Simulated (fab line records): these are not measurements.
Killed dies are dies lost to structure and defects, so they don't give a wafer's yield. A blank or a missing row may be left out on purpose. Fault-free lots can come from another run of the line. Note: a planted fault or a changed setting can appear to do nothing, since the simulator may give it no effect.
Struck lot and sound lot, side by side / flow sky130 / 15 out of 708 route steps
Sound: wafers L959.2, L959.3, L959.4. The struck wafers were L967.1, L967.3, L967.5. The cause is given at the end.
At each step with rows: each side's tool, then ch and its chambers, then its first start. Under that, the readings that differ: sound wafers / struck wafers / difference of the means / sigmas: that difference in standard deviations of wafers without a fault.
alike: a reading whose means differ by less than 2 such deviations, as well as words and numbers matching on both sides. not compared: withheld readings; readings where some wafer has no value; bounds like >300 that might hide an equal value; numbers whose values overlap and for which the record gives no deviation.
Wherever a step has rows on one side only, a row that says differs or no value, or a row with sigmas, the two part there. Numbers that don't overlap but have no deviation are shown without sigmas and don't part them. Lack of a reading on every wafer of one side parts them only where that side has two or more wafers.

SKY_POLY_GATE_THK_MEAS_21:
  struck on film metro-03, day 22 22:09; sound on film metro-01, day 20 03:52
  alike: POLY_GATE_OXIDATION_THK
SKY_POLY_GATE_CD_MEAS_22:
  struck on cd sem-01, day 22 22:13; sound on cd sem-01, day 20 03:56
  alike: cd nm
then, 7 steps without rows for these wafers: SKY_LDD_N_DEHYDRATE_00 (time 60 s); SKY_LDD_N_HMDS_01 (prime time 60 s); SKY_LDD_N_COAT_02 (resist thk 300 nm); SKY_LDD_N_SOFTBAKE_03 (time 60 s); SKY_LDD_N_EXPOSE_04 (exposes mask NTM, target cd 840 nm); SKY_LDD_N_PEB_05; SKY_LDD_N_DEVELOP_06 (develop time 60 s).
SKY_LDD_N_OVL_MEAS_07:
  struck on overlay-01, day 24 04:13; sound on overlay-02, day 21 10:56
reading=LDD_N_OVL (nm); sound=-0.1 1.8 1.4; struck=-3.4 -2.7 -2.0; difference=-3.7; sigmas=-2
then, 2 steps without rows for these wafers: SKY_LDD_N_IMPLANT_08; SKY_LDD_N_IMPLANT_09.
SKY_LDD_N_IMPLANT_10:
  sound on implanter-03 ch 0, day 21 11:17; struck on implanter-04 ch 0, day 24 04:33
reading=beam on s (s); sound=10.05 10.03 9.97; struck=11.19 10.91 10.64; difference=+0.90; sigmas=+4
reading=dose ions cm2; sound=7.5e+13 7.493e+13 7.487e+13; struck=8.459e+13 8.466e+13 8.476e+13; difference=+9.737e+12; sigmas=+99 or more
next, for these wafers, 1 step has no rows: SKY_LDD_N_IMPLANT_11.
-- a jump in the record: the struck wafers' starts before and after are 26 days apart (it breaks off in module LDD_N and resumes in module PAD_OPEN, where the first step shown is number 708 of the route) --
SKY_PAD_OPEN_PROBE_99:
  struck on prober-02, day 50 02:56; sound on prober-01, day 48 11:16
reading=model.etest.tip n.rs ohm sq; sound=446 446.7 444.4; struck=433.3 431.3 432.3; difference=-13.4; sigmas=
  alike: killed_at_M0_to_M3, killed_at_M4_up, killed at contacts, killed at front end, killed at other, killed dies, killed open, killed short

## WHERE THEY PART
Last at SKY_LDD_N_IMPLANT_10 as far as this record goes, first at SKY_LDD_N_OVL_MEAS_07. Later steps at which nothing parts them and some readings are alike: SKY_PAD_OPEN_PROBE_99.

WHY: the cause the simulator had injected
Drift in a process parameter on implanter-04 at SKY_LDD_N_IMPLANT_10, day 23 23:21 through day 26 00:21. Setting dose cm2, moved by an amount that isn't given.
